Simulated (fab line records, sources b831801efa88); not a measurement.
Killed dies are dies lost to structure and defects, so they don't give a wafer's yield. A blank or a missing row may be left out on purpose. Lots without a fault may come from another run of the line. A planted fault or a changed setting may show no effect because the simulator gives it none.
A struck lot beside a sound one | flow sky130 | 16 steps out of a route of 708
Sound: wafers L175.3, L175.4, L175.6. Struck: wafers L163.3, L163.4, L163.6. The cause comes at the end.
At each step with rows: each side's tool, then ch and its chambers, then its first start. Under that, the readings that differ: sound wafers | struck wafers | difference of the means | sigmas: that difference in standard deviations of wafers without a fault.
alike: readings whose means differ by less than 2 such deviations, and words and numbers that are the same on both sides. not compared: withheld readings, readings that some wafer has no value for, bounds like >300 that may hide the same value, and numbers for which the record gives no deviation and whose values overlap.
The two part at a step that has a row with sigmas, a row that says differs or no value, or rows on one side only. Numbers that don't overlap but have no deviation are shown without sigmas and don't part them. A reading that every wafer of one side lacks parts them only if that side has two wafers or more.

SKY_FIELD_ISO_THK_MEAS_04:
  sound on film_metro-04, day 6 03:59; struck on film_metro-04, day 3 17:44
  alike: FIELD_ISO_CVD_03_THK
then, 8 steps without rows for these wafers: SKY_FIELD_ISO_DEHYDRATE_05 (time 60 s); SKY_FIELD_ISO_HMDS_06 (prime time 60 s); SKY_FIELD_ISO_COAT_07 (resist thk 60 nm); SKY_FIELD_ISO_COAT_08 (resist thk 450 nm); SKY_FIELD_ISO_SOFTBAKE_09 (time 90 s); SKY_FIELD_ISO_EXPOSE_10 (exposes mask FOM, target cd 150 nm); SKY_FIELD_ISO_PEB_11; SKY_FIELD_ISO_DEVELOP_12 (develop time 60 s).
SKY_FIELD_ISO_CD_MEAS_13: target cd 150 nm.
  sound on cd_sem-02, day 6 22:53; struck on cd_sem-02, day 4 09:41
  alike: cd_nm
SKY_FIELD_ISO_ETCH_14: etches BARC in N2/H2, stops on SiO2, time 45.9 s, target depth 60 nm.
  sound on rie_diel-04 ch 2,3, day 6 22:58; struck on rie_diel-04 ch 0,1, day 4 09:46
  alike: bias_w, drypump_motor_current_A, oes_product_au, throttle_valve_pct
  not compared: rf_hours_counter_h
SKY_FIELD_ISO_ETCH_15: etches the open film in CHF3/O2, stops on Si, target depth 180 nm, time 72 s.
  sound on rie_diel-04 ch 2,3, day 6 23:00; struck on rie_diel-04 ch 0,1, day 4 09:48
  alike: bias_w, drypump_motor_current_A, oes_product_au, throttle_valve_pct
  not compared: rf_hours_counter_h
SKY_FIELD_ISO_STRIP_16: strips in O2/N2.
  sound on plasma_asher-02 ch 0,1, day 6 23:05; struck on plasma_asher-04 ch 0,1, day 4 09:53
  no value came back on the struck wafers for chamber_pressure_mTorr (mTorr), drypump_motor_current_A (A), oes_product_au (a.u.), strip_time_to_endpoint_s (s); on the sound wafers chamber_pressure_mTorr (mTorr) reads 1500.3 1501.9 1499.3
  reading                                          | sound | struck        | difference | sigmas
  model.KrF-thick_of_FIELD_ISO_COAT_08.thk_nm (nm) | 0 0 0 | 238.6 237 237 | +237.5     |
  not compared: rf_hours_counter_h
SKY_FIELD_ISO_ETCH_17: etches Si in HBr/Cl2/O2, target depth 342 nm, time 97.7 s.
  sound on rie_si-01 ch 0,2,3, day 6 23:10; struck on rie_si-02 ch 0,1,2, day 4 09:58
  reading                                          | sound | struck          | difference | sigmas
  model.KrF-thick_of_FIELD_ISO_COAT_08.thk_nm (nm) | 0 0 0 | 123 123.9 123.4 | +123       |
  alike: bias_w, drypump_motor_current_A, oes_product_au, throttle_valve_pct
  not compared: rf_hours_counter_h
then, 1 step without rows for these wafers: SKY_FIELD_ISO_WET_ETCH_18 (etches Si3N4 in H3PO4, target depth 25 nm, time 286 s).
-- the record jumps here: 44 days lie between the struck wafers' starts before and after (it left off in module FIELD_ISO and takes up again in module PAD_OPEN, whose first step shown is number 708 of the route) --
SKY_PAD_OPEN_PROBE_99:
  sound on prober-02, day 50 12:55; struck on prober-01, day 48 15:25
  reading             | sound    | struck      | difference | sigmas
  killed_at_front_end | 11 16 13 | 407 432 422 | +407       | +85
  killed_dies         | 76 82 86 | 492 492 492 | +411       | +44
  killed_on_rim       | 17 20 20 | 96 96 96    | +77        | +19
  alike: killed_at_M0_to_M3, killed_at_M4_up, killed_at_contacts, killed_at_other, killed_open, killed_short

WHERE THEY PART
First at SKY_FIELD_ISO_STRIP_16; last, within this record, at SKY_PAD_OPEN_PROBE_99.

WHY: what the simulator had put in
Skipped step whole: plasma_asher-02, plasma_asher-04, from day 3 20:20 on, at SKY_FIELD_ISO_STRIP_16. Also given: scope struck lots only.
